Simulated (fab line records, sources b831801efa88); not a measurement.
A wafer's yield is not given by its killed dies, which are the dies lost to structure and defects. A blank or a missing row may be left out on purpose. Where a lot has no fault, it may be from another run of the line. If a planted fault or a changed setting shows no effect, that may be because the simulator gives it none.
fab line records	flow gf180mcu	part 1 of 2: steps 1 to 32 of 40
[record] lots = 5	wafers = 15	last_day = 33
route steps=602 shown VT_IMPLANT@134 MVSD@136 NWELL@137 LVPWELL@138 MVPSD@139 DUAL_GATE@141 POLY_GATE@157
lots that met no fault: taken from a fault-free run of the same line
start_h: start of the lot's first displayed wafer, in hours after the record's first day	wait_h: hours elapsed since this lot's preceding step	" the same as in the row above	L1.1+2: a row that stands for several wafers	- value missing, or start not given	* or withheld: withheld	< > ~ a bound
route shown NAME@n: a module of which the file shows steps, and the number in the route of the first	usual: mean and standard deviation over wafers with no fault	same: alike in all rows	chamber/n: place in a boat	sites: the reading at each site	_std_site: the values' standard deviation	_edge_site: inner sites' mean taken away from outer sites' mean	radius_mm: for every site, how far away it sits from the centre of the wafer	mask NAME#n: copy n	behind: the most recent tool/chamber to have shaped the wafer	hold: what put the lot on hold/how long, in hours/how the hold closed	device: which transistor (n, p or np) failed to switch	end of line: tests of these same wafers at the route's end	a step given without rows: its recipe and nothing more	killed: at the first sort, the dies lost to defects and structure; wafer yield is something else	map: the dies of a wafer, with x for killed, . for not killed, _ for no die there
set.NAME: the run value of the setting; set.NAME@STEP: its run value at that earlier step	model.NAME: the simulator's own value behind a step, which no gauge read
lots at some steps of the route; a table a step, a row a wafer
services: from which hour (start_h, from the record's first day; less than 0 if before it) a tool's chamber was out of use, for how many hours, and why
[[steps]]
[step GF_VT_IMPLANT_CLEAN_44]
[recipe] chemistry = SC1/SC2	mix = 1:4:20	temp_c = 70	time_s = 150	dry = n2_spin
lot.wafer	tool	chamber	start_h	wait_h
L075.2+5+6	wet_bench-01	3	163.60	0.0
L078.2+4+6	wet_bench-01	0	180.64	0.0
L079.1+2+6	wet_bench-02	1	191.61	0.1
L084.1+2+4	wet_bench-03	2	224.10	0.1
L094.2+3+6	wet_bench-02	0	294.11	0.0
[step GF_VT_IMPLANT_RTA_45]
[recipe] temp_c = 1050	time_s = 30	ambient = N2
[usual] lamp_power_pct = 37/5.3	wafer_temp_C_max = 1054.0/1.5
lot.wafer	tool	chamber	start_h	wait_h	lamp_power_pct	wafer_temp_C_max
L075.2	rtp_anneal-01	0	163.69	0.0	41	1055.0
L075.5	"	0	"	"	41	1055.3
L075.6	"	0	"	"	41	1054.2
L078.2	rtp_anneal-01	0	180.70	0.0	41	1054.0
L078.4	"	0	"	"	41	1054.4
L078.6	"	0	"	"	41	1055.4
L079.1	rtp_anneal-02	0	191.66	0.0	30	1051.9
L079.2	"	0	"	"	30	1052.1
L079.6	"	0	"	"	30	1052.0
L084.1	rtp_anneal-01	0	224.21	0.0	41	1053.4
L084.2	"	0	"	"	41	1054.8
L084.4	"	0	"	"	41	1054.6
L094.2	rtp_anneal-01	0	294.18	0.0	41	1054.1
L094.3	"	0	"	"	41	1055.2
L094.6	"	0	"	"	41	1054.3
[step GF_VT_IMPLANT_RS_MEAS_46]
[recipe] thk_meas_gauge = four-point-probe
[usual] MVSD_RS = 456.2/1.2
lot.wafer	tool	chamber	start_h	wait_h	MVSD_RS[ohm/sq]
L075.2	film_metro-01	-	163.79	0.1	455.6
L075.5	"	-	"	"	455.9
L075.6	"	-	"	"	455.7
L078.2	film_metro-03	-	180.81	0.1	455.4
L078.4	"	-	"	"	457.0
L078.6	"	-	"	"	455.9
L079.1	film_metro-04	-	191.76	0.1	458.2
L079.2	"	-	"	"	458.0
L079.6	"	-	"	"	458.4
L084.1	film_metro-03	-	224.31	0.1	457.4
L084.2	"	-	"	"	458.4
L084.4	"	-	"	"	457.6
L094.2	film_metro-03	-	294.29	0.1	457.7
L094.3	"	-	"	"	456.2
L094.6	"	-	"	"	455.9
[step GF_VT_IMPLANT_RS_MEAS_47]
[recipe] thk_meas_gauge = four-point-probe
[usual] NWELL_RS = 487.9/1.2
lot.wafer	tool	chamber	start_h	wait_h	NWELL_RS[ohm/sq]
L075.2	film_metro-01	-	163.91	0.1	489.0
L075.5	"	-	"	"	489.5
L075.6	"	-	"	"	488.2
L078.2	film_metro-03	-	180.93	0.1	487.2
L078.4	"	-	"	"	487.2
L078.6	"	-	"	"	485.3
L079.1	film_metro-04	-	191.88	0.1	487.9
L079.2	"	-	"	"	488.0
L079.6	"	-	"	"	487.3
L084.1	film_metro-03	-	224.43	0.1	486.2
L084.2	"	-	"	"	487.7
L084.4	"	-	"	"	489.6
L094.2	film_metro-03	-	294.41	0.1	487.4
L094.3	"	-	"	"	487.7
L094.6	"	-	"	"	490.0
[step GF_VT_IMPLANT_RS_MEAS_48]
[recipe] thk_meas_gauge = four-point-probe
[usual] LVPWELL_RS = 1196.7/3
lot.wafer	tool	chamber	start_h	wait_h	LVPWELL_RS[ohm/sq]
L075.2	film_metro-01	-	164.03	0.1	1190.4
L075.5	"	-	"	"	1197.9
L075.6	"	-	"	"	1197.0
L078.2	film_metro-03	-	181.05	0.1	1194.5
L078.4	"	-	"	"	1197.6
L078.6	"	-	"	"	1199.3
L079.1	film_metro-04	-	192.00	0.1	1196.0
L079.2	"	-	"	"	1200.3
L079.6	"	-	"	"	1199.5
L084.1	film_metro-03	-	224.55	0.1	1195.3
L084.2	"	-	"	"	1196.1
L084.4	"	-	"	"	1196.6
L094.2	film_metro-03	-	294.53	0.1	1195.5
L094.3	"	-	"	"	1195.4
L094.6	"	-	"	"	1193.2
[step GF_VT_IMPLANT_RS_MEAS_49]
[recipe] thk_meas_gauge = four-point-probe
[usual] MVPSD_RS = 1168/3.2
lot.wafer	tool	chamber	start_h	wait_h	MVPSD_RS[ohm/sq]
L075.2	film_metro-01	-	164.15	0.1	1166
L075.5	"	-	"	"	1166
L075.6	"	-	"	"	1162
L078.2	film_metro-03	-	181.17	0.1	1165
L078.4	"	-	"	"	1169
L078.6	"	-	"	"	1173
L079.1	film_metro-04	-	192.12	0.1	1166
L079.2	"	-	"	"	1167
L079.6	"	-	"	"	1169
L084.1	film_metro-03	-	224.67	0.1	1163
L084.2	"	-	"	"	1163
L084.4	"	-	"	"	1167
L094.2	film_metro-03	-	294.65	0.1	1162
L094.3	"	-	"	"	1165
L094.6	"	-	"	"	1164
[step GF_VT_IMPLANT_WET_ETCH_50]
[recipe] chemistry = dHF	target_depth_nm = 20	target = SiO2	temp_c = 25	dilution = 100:1	time_s = 400
lot.wafer	tool	chamber	start_h	wait_h
L075.2+5+6	wet_bench-03	0	164.25	0.1
L078.2+4+6	wet_bench-01	1	181.27	0.1
L079.1+2+6	wet_bench-01	2	192.24	0.1
L084.1+2+4	wet_bench-02	2	224.79	0.1
L094.2+3+6	wet_bench-02	2	294.75	0.1
[step GF_DUAL_GATE_CLEAN_00]
[recipe] chemistry = SC1/SC2	mix = 1:4:20	temp_c = 70	time_s = 150
lot.wafer	tool	chamber	start_h	wait_h
L075.2+5+6	wet_bench-02	2	164.51	0.0
L078.2+4+6	wet_bench-02	2	181.39	0.0
L079.1+2+6	wet_bench-02	1	192.38	0.0
L084.1+2+4	wet_bench-02	0	224.91	0.0
L094.2+3+6	wet_bench-01	0	294.88	0.0
[step GF_DUAL_GATE_CLEAN_01]
[recipe] chemistry = dHF	time_s = 20	dilution = 100:1	dry = ipa_marangoni
lot.wafer	tool	chamber	start_h	wait_h
L075.2+5+6	wet_bench-03	2	164.56	0.0
L078.2+4+6	wet_bench-01	2	181.44	0.0
L079.1+2+6	wet_bench-03	0	192.43	0.0
L084.1+2+4	wet_bench-02	3	224.96	0.0
L094.2+3+6	wet_bench-03	2	294.93	0.0
[step GF_DUAL_GATE_OXIDATION_02]
[recipe] temp_c = 900	ambient = O2	stabilise_s = 600	purge_s = 300	target_thk_a = 108.87	ox_time_s = 1602
[usual] spike_tc_bottom_C = 919.0/1.1
lot.wafer	tool	chamber	start_h	wait_h	spike_tc_bottom_C
L075.2	furnace-01	0	164.71	0.1	917.8
L075.5	"	0	"	"	918.0
L075.6	"	0	"	"	917.5
L078.2	furnace-02	0	181.45	0.0	918.2
L078.4	"	0	"	"	918.3
L078.6	"	0	"	"	919.5
L079.1	furnace-02	0	192.44	0.0	917.2
L079.2	"	0	"	"	919.8
L079.6	"	0	"	"	919.4
L084.1	furnace-02	0	224.98	0.0	918.8
L084.2	"	0	"	"	918.2
L084.4	"	0	"	"	918.9
L094.2	furnace-01	0	294.95	0.0	918.1
L094.3	"	0	"	"	918.5
L094.6	"	0	"	"	919.2
[step GF_DUAL_GATE_THK_MEAS_03]
[recipe] reads = SiO2_of_DUAL_GATE_OXIDATION_02
[usual] DUAL_GATE_OXIDATION_00_THK = 11.01/0.2
lot.wafer	tool	chamber	start_h	wait_h	DUAL_GATE_OXIDATION_00_THK[nm]
L075.2	film_metro-02	-	166.16	0.0	11.18
L075.5	"	-	"	"	11.11
L075.6	"	-	"	"	10.92
L078.2	film_metro-03	-	182.91	0.0	10.83
L078.4	"	-	"	"	10.93
L078.6	"	-	"	"	10.86
L079.1	film_metro-03	-	193.89	0.0	10.54
L079.2	"	-	"	"	10.74
L079.6	"	-	"	"	10.75
L084.1	film_metro-01	-	226.42	0.0	11.03
L084.2	"	-	"	"	11.06
L084.4	"	-	"	"	11.08
L094.2	film_metro-02	-	296.40	0.0	10.97
L094.3	"	-	"	"	11.07
L094.6	"	-	"	"	11.08
[step GF_DUAL_GATE_DEHYDRATE_04]
[recipe] temp_c = 200	time_s = 60
lot.wafer	tool	chamber	start_h	wait_h
L075.2+5+6	litho_track-01	0	173.82	7.6
L078.2+4+6	litho_track-03	0	190.98	8.1
L079.1+2+6	litho_track-03	0	201.51	7.6
L084.1+2+4	litho_track-04	0	235.46	9.0
L094.2+3+6	litho_track-01	0	305.61	9.2
[step GF_DUAL_GATE_HMDS_05]
[recipe] prime_time_s = 60	prime_temp_c = 120
[usual] prime_temp_c = 120.01/0.13
lot.wafer	tool	chamber	start_h	wait_h	prime_temp_c
L075.2	litho_track-01	0	173.97	0.1	119.97
L075.5	"	0	"	"	119.89
L075.6	"	0	"	"	120.15
L078.2	litho_track-03	0	191.13	0.1	119.95
L078.4	"	0	"	"	119.99
L078.6	"	0	"	"	120.29
L079.1	litho_track-03	0	201.66	0.1	119.98
L079.2	"	0	"	"	120.02
L079.6	"	0	"	"	119.88
L084.1	litho_track-04	0	235.61	0.1	120.00
L084.2	"	0	"	"	120.08
L084.4	"	0	"	"	119.90
L094.2	litho_track-01	0	305.76	0.1	119.91
L094.3	"	0	"	"	120.00
L094.6	"	0	"	"	119.82
[step GF_DUAL_GATE_COAT_06]
[recipe] resist = NOVOLAK	spin_rpm = 3000	resist_thk_nm = 1000
[usual] dispense_pressure_kPa = 52.2/1.3
lot.wafer	tool	chamber	start_h	wait_h	dispense_pressure_kPa
L075.2	litho_track-01	0	174.12	0.1	50.5
L075.5	"	0	"	"	50.5
L075.6	"	0	"	"	50.5
L078.2	litho_track-03	0	191.28	0.1	54.1
L078.4	"	0	"	"	54.2
L078.6	"	0	"	"	54.1
L079.1	litho_track-03	0	201.81	0.1	54.1
L079.2	"	0	"	"	54.2
L079.6	"	0	"	"	54.1
L084.1	litho_track-04	0	235.76	0.1	52.3
L084.2	"	0	"	"	52.3
L084.4	"	0	"	"	52.3
L094.2	litho_track-01	0	305.91	0.1	50.5
L094.3	"	0	"	"	50.5
L094.6	"	0	"	"	50.5
[step GF_DUAL_GATE_SOFTBAKE_07]
[recipe] temp_c = 90	time_s = 60	resist = NOVOLAK
lot.wafer	tool	chamber	start_h	wait_h
L075.2+5+6	litho_track-01	0	174.27	0.1
L078.2+4+6	litho_track-03	0	191.43	0.1
L079.1+2+6	litho_track-03	0	201.96	0.1
L084.1+2+4	litho_track-04	0	235.91	0.1
L094.2+3+6	litho_track-01	0	306.06	0.1
[step GF_DUAL_GATE_EXPOSE_08]
[recipe] mask_id = Dualgate	target_cd_nm = 700	na = 0.6	source_shape = conventional	sigma_outer = 0.6	dose_mj = 140
lot.wafer	tool	chamber	start_h	wait_h	mask
L075.2+5+6	iline_stepper-02	0	-	-	Dualgate#0
L078.2+4+6	iline_stepper-01	0	-	-	Dualgate#0
L079.1+2+6	iline_stepper-02	0	-	-	Dualgate#0
L084.1+2+4	iline_stepper-01	0	-	-	Dualgate#0
L094.2+3+6	iline_stepper-01	0	-	-	Dualgate#0
[step GF_DUAL_GATE_PEB_09]
[recipe] temp_c = withheld	time_s = *	resist = NOVOLAK
lot.wafer	tool	chamber	start_h	wait_h
L075.2+5+6	litho_track-01	0	-	-
L078.2+4+6	litho_track-03	0	-	-
L079.1+2+6	litho_track-04	0	-	-
L084.1+2+4	litho_track-03	0	-	-
L094.2+3+6	litho_track-03	0	-	-
[step GF_DUAL_GATE_DEVELOP_10]
[recipe] develop_time_s = 60	dev_temp_c = 23
[same] develop_time_s = 60
lot.wafer	tool	chamber	start_h	wait_h
L075.2+5+6	litho_track-01	0	182.62	0.1
L078.2+4+6	litho_track-03	0	200.38	0.1
L079.1+2+6	litho_track-04	0	210.66	0.1
L084.1+2+4	litho_track-03	0	245.11	0.1
L094.2+3+6	litho_track-03	0	316.28	0.1
[step GF_DUAL_GATE_OVL_MEAS_11]
[usual] DUAL_GATE_OVL = -0.5/1.2
lot.wafer	tool	chamber	start_h	wait_h	DUAL_GATE_OVL[nm]
L075.2	overlay-01	-	182.75	0.1	0.8
L075.5	"	-	"	"	0.9
L075.6	"	-	"	"	-0.1
L078.2	overlay-02	-	200.51	0.1	-0.5
L078.4	"	-	"	"	-0.4
L078.6	"	-	"	"	0.0
L079.1	overlay-01	-	210.81	0.1	-1.2
L079.2	"	-	"	"	-0.9
L079.6	"	-	"	"	-1.5
L084.1	overlay-02	-	245.26	0.1	-1.5
L084.2	"	-	"	"	-2.7
L084.4	"	-	"	"	0.0
L094.2	overlay-01	-	316.41	0.1	-2.1
L094.3	"	-	"	"	-2.2
L094.6	"	-	"	"	-1.0
[step GF_DUAL_GATE_WET_ETCH_12]
[recipe] chemistry = dHF	target_depth_nm = 13	dry = n2_spin	target = SiO2	temp_c = 25	dilution = 100:1	time_s = 260
lot.wafer	tool	chamber	start_h	wait_h
L075.2+5+6	wet_bench-02	0	182.78	0.0
L078.2+4+6	wet_bench-01	2	200.54	0.0
L079.1+2+6	wet_bench-02	3	210.84	0.0
L084.1+2+4	wet_bench-01	0	245.30	0.0
L094.2+3+6	wet_bench-01	0	316.44	0.0
[step GF_DUAL_GATE_STRIP_13]
[recipe] chemistry = O2/N2	power_w = 1400	pressure_mtorr = 1500	platen_temp_c = 250	o2_flow_sccm = 3000	n2_flow_sccm = 300	overash_fraction = 0.5
[usual] drypump_motor_current_A = 5.8/0.56	heater_power_w = 329/33	oes_product_au = 0.716/0.0043	strip_time_to_endpoint_s = 12.64/0.035
lot.wafer	tool	chamber	start_h	wait_h	drypump_motor_current_A	heater_power_w	oes_product_au	rf_hours_counter_h	strip_time_to_endpoint_s
L075.2	plasma_asher-03	1	182.86	0.0	5.2	337	0.725	39	12.58
L075.5	"	0	"	"	5.1	357	0.709	-	12.60
L075.6	"	1	"	"	5.2	329	0.722	-	12.60
L078.2	plasma_asher-01	1	200.63	0.0	5.5	305	0.706	52	12.56
L078.4	"	0	"	"	5.8	396	0.708	-	12.62
L078.6	"	1	"	"	5.5	311	0.719	-	12.63
L079.1	plasma_asher-04	1	210.92	0.0	5.5	349	0.722	56	12.58
L079.2	"	0	"	"	6.6	290	0.718	56	12.60
L079.6	"	0	"	"	6.6	289	0.718	-	12.59
L084.1	plasma_asher-04	0	245.41	0.0	6.6	293	0.718	60	12.62
L084.2	"	1	"	"	5.4	351	0.718	60	12.67
L084.4	"	1	"	"	5.5	356	0.714	-	12.65
L094.2	plasma_asher-03	1	316.53	0.0	5.2	330	0.716	52	12.65
L094.3	"	1	"	"	5.2	320	0.718	-	12.64
L094.6	"	0	"	"	5.1	347	0.718	-	12.60
[step GF_DUAL_GATE_CLEAN_14]
[recipe] chemistry = SC1/SC2	mix = 1:4:20	temp_c = 70	time_s = 150	dry = n2_spin
lot.wafer	tool	chamber	start_h	wait_h
L075.2+5+6	wet_bench-01	1	182.96	0.1
L078.2+4+6	wet_bench-02	2	200.73	0.1
L079.1+2+6	wet_bench-03	3	211.02	0.1
L084.1+2+4	wet_bench-02	1	245.52	0.1
L094.2+3+6	wet_bench-01	3	316.63	0.1
[step GF_DUAL_GATE_OXIDATION_15]
[recipe] temp_c = 850	ambient = O2	stabilise_s = 600	purge_s = 300	target_thk_a = 70.98	ox_time_s = 1995
[usual] spike_tc_bottom_C = 869.6/0.96
lot.wafer	tool	chamber	start_h	wait_h	spike_tc_bottom_C
L075.2	furnace-02	0	183.01	0.0	867.3
L075.5	"	0	"	"	870.2
L075.6	"	0	"	"	870.2
L078.2	furnace-02	0	200.78	0.0	869.3
L078.4	"	0	"	"	869.2
L078.6	"	0	"	"	869.4
L079.1	furnace-02	0	211.08	0.0	868.6
L079.2	"	0	"	"	869.2
L079.6	"	0	"	"	870.3
L084.1	furnace-02	0	246.51	0.9	868.3
L084.2	"	0	"	"	869.4
L084.4	"	0	"	"	870.4
L094.2	furnace-02	0	316.68	0.0	871.8
L094.3	"	0	"	"	870.6
L094.6	"	0	"	"	869.3
[step GF_POLY_GATE_CVD_00]
[recipe] material = poly-Si	target_thk_nm = 200	temp_c = 620	time_s = 1200	pressure_mtorr = 200
[usual] pressure_mtorr = 200.1/0.37	spike_tc_bottom_C = 641.9/1.3
lot.wafer	tool	chamber	start_h	wait_h	pressure_mtorr	spike_tc_bottom_C
L075.2	lpcvd-02	0	184.56	0.0	199.8	641.3
L075.5	"	0	"	"	199.9	642.8
L075.6	"	0	"	"	199.9	643.5
L078.2	lpcvd-01	0	202.38	0.0	199.9	642.1
L078.4	"	0	"	"	200.2	639.3
L078.6	"	0	"	"	200.0	640.3
L079.1	lpcvd-02	0	212.64	0.0	200.3	643.5
L079.2	"	0	"	"	200.1	642.4
L079.6	"	0	"	"	200.1	641.7
L084.1	lpcvd-02	1	248.34	0.3	199.7	643.0
L084.2	"	1	"	"	200.8	643.3
L084.4	"	1	"	"	200.4	641.7
L094.2	lpcvd-01	0	318.24	0.0	200.6	642.7
L094.3	"	0	"	"	200.6	640.8
L094.6	"	0	"	"	200.9	641.2
[step GF_POLY_GATE_THK_MEAS_01]
[recipe] reads = poly-Si_of_POLY_GATE_CVD_00
[usual] POLY_GATE_CVD_00_THK = 198.7/1.8
lot.wafer	tool	chamber	start_h	wait_h	POLY_GATE_CVD_00_THK[nm]
L075.2	film_metro-03	-	185.90	0.0	198.9
L075.5	"	-	"	"	198.4
L075.6	"	-	"	"	197.9
L078.2	film_metro-03	-	203.73	0.0	200.7
L078.4	"	-	"	"	199.0
L078.6	"	-	"	"	201.9
L079.1	film_metro-02	-	213.97	0.0	200.8
L079.2	"	-	"	"	200.4
L079.6	"	-	"	"	199.0
L084.1	film_metro-04	-	249.68	0.0	201.1
L084.2	"	-	"	"	201.9
L084.4	"	-	"	"	199.0
L094.2	film_metro-02	-	319.58	0.0	199.6
L094.3	"	-	"	"	198.3
L094.6	"	-	"	"	198.4
[step GF_POLY_GATE_DEHYDRATE_02]
[recipe] temp_c = 200	time_s = 60
lot.wafer	tool	chamber	start_h	wait_h
L075.2+5+6	litho_track-02	0	194.04	8.1
L078.2+4+6	litho_track-01	0	211.87	8.1
L079.1+2+6	litho_track-02	0	222.37	8.4
L084.1+2+4	litho_track-01	0	258.44	8.8
L094.2+3+6	litho_track-04	0	329.33	9.7
[step GF_POLY_GATE_HMDS_03]
[recipe] prime_time_s = 60	prime_temp_c = 120
[usual] prime_temp_c = 119.98/0.13
lot.wafer	tool	chamber	start_h	wait_h	prime_temp_c
L075.2	litho_track-02	0	194.19	0.1	119.93
L075.5	"	0	"	"	120.00
L075.6	"	0	"	"	120.03
L078.2	litho_track-01	0	212.02	0.1	120.18
L078.4	"	0	"	"	119.95
L078.6	"	0	"	"	120.24
L079.1	litho_track-02	0	222.52	0.1	119.78
L079.2	"	0	"	"	119.77
L079.6	"	0	"	"	119.96
L084.1	litho_track-01	0	258.59	0.1	119.81
L084.2	"	0	"	"	119.78
L084.4	"	0	"	"	119.71
L094.2	litho_track-04	0	329.48	0.1	120.28
L094.3	"	0	"	"	120.07
L094.6	"	0	"	"	119.90
[step GF_POLY_GATE_COAT_04]
[recipe] resist = BARC	temp_c = withheld	time_s = withheld	spin_rpm = withheld	resist_thk_nm = withheld
[usual] dispense_pressure_kPa = 49.7/2.4
lot.wafer	tool	chamber	start_h	wait_h	dispense_pressure_kPa
L075.2	litho_track-02	0	194.34	0.1	46.2
L075.5	"	0	"	"	46.2
L075.6	"	0	"	"	46.2
L078.2	litho_track-01	0	212.17	0.1	50.4
L078.4	"	0	"	"	50.4
L078.6	"	0	"	"	50.4
L079.1	litho_track-02	0	222.67	0.1	46.2
L079.2	"	0	"	"	46.2
L079.6	"	0	"	"	46.2
L084.1	litho_track-01	0	258.74	0.1	50.4
L084.2	"	0	"	"	50.4
L084.4	"	0	"	"	50.4
L094.2	litho_track-04	0	329.63	0.1	52.1
L094.3	"	0	"	"	52.2
L094.6	"	0	"	"	52.1
[step GF_POLY_GATE_COAT_05]
[recipe] resist = KrF	spin_rpm = withheld	resist_thk_nm = 700
[usual] dispense_pressure_kPa = 49.7/2.4
lot.wafer	tool	chamber	start_h	wait_h	dispense_pressure_kPa
L075.2	litho_track-02	0	-	-	46.2
L075.5	"	0	"	"	46.2
L075.6	"	0	"	"	46.3
L078.2	litho_track-01	0	-	-	50.4
L078.4	"	0	"	"	50.5
L078.6	"	0	"	"	50.4
L079.1	litho_track-02	0	-	-	46.2
L079.2	"	0	"	"	46.2
L079.6	"	0	"	"	46.2
L084.1	litho_track-01	0	-	-	50.4
L084.2	"	0	"	"	50.5
L084.4	"	0	"	"	50.4
L094.2	litho_track-04	0	-	-	52.3
L094.3	"	0	"	"	52.3
L094.6	"	0	"	"	52.2
[step GF_POLY_GATE_SOFTBAKE_06]
[recipe] temp_c = 130	time_s = 60	resist = KrF
lot.wafer	tool	chamber	start_h	wait_h
L075.2+5+6	litho_track-02	0	-	-
L078.2+4+6	litho_track-01	0	-	-
L079.1+2+6	litho_track-02	0	-	-
L084.1+2+4	litho_track-01	0	-	-
L094.2+3+6	litho_track-04	0	-	-
[step GF_POLY_GATE_EXPOSE_07]
[recipe] mask_id = Poly2	target_cd_nm = 280	na = 0.68	source_shape = conventional	sigma_outer = 0.6	dose_mj = 28
lot.wafer	tool	chamber	start_h	wait_h	mask
L075.2+5+6	krf_scanner-02	0	-	-	Poly2#0
L078.2+4+6	krf_scanner-01	0	-	-	Poly2#0
L079.1+2+6	krf_scanner-02	0	-	-	Poly2#0
L084.1+2+4	krf_scanner-02	0	-	-	Poly2#0
L094.2+3+6	krf_scanner-01	0	-	-	Poly2#0
[step GF_POLY_GATE_PEB_08]
[recipe] peb_temp_c = 135	peb_time_s = 90	resist = KrF
[same] peb_time_s = 90
lot.wafer	tool	chamber	start_h	wait_h
L075.2+5+6	litho_track-02	0	-	-
L078.2+4+6	litho_track-04	0	-	-
L079.1+2+6	litho_track-01	0	-	-
L084.1+2+4	litho_track-01	0	-	-
L094.2+3+6	litho_track-01	0	-	-
